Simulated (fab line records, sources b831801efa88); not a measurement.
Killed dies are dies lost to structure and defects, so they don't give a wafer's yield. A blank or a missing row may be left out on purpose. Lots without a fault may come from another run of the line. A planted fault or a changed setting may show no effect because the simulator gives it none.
Which tool did it? | flow sky130 | 6 lots, 18 wafers sampled, at 1 step of a route of 708

WHAT THE GAUGES READ, wafer by wafer
SKY_GATE_OXIDE_OVL_MEAS_10.
lot  | measured     | on         | GATE_OXIDE_OVL (nm)
L962 | day 14 23:04 | overlay-01 | 0.5 0.7 0.8
L963 | day 15 08:49 | overlay-02 | 1.6 -0.3 0.9
L966 | day 16 09:05 | overlay-02 | 1.0 2.1 0.8
L974 | day 19 21:59 | overlay-02 | -0.2 1.2 -2.8
L978 | day 20 19:31 | overlay-02 | -0.2 3.7 2.1
L980 | day 21 13:40 | overlay-01 | 0.0 2.2 0.8

WHICH TOOL RAN EACH LOT (tool, then ch and the chambers of the sampled wafers, then the start)
The record holds no process step before these readings.

THE ANSWER, worked out from the rows above alone
Rule: what is usual is taken from the lots themselves. Put in order of their means at a reading, lots are off if they are a third of the lots or fewer, leave a main group of 4 or more, and stand apart from it by a gap of 3 or more times the standard deviation of the main group's means; of several such gaps the widest counts. A main group whose means are all the same, to the digits that the tables above print for the reading, isn't used. A lot without any number at a reading at which 4 lots or more have one is off too. The other lots that the step has rows for count as sound.
No lot is off at any reading shown: from this, nothing can be told.

WHAT THE SIMULATOR HAD PUT IN
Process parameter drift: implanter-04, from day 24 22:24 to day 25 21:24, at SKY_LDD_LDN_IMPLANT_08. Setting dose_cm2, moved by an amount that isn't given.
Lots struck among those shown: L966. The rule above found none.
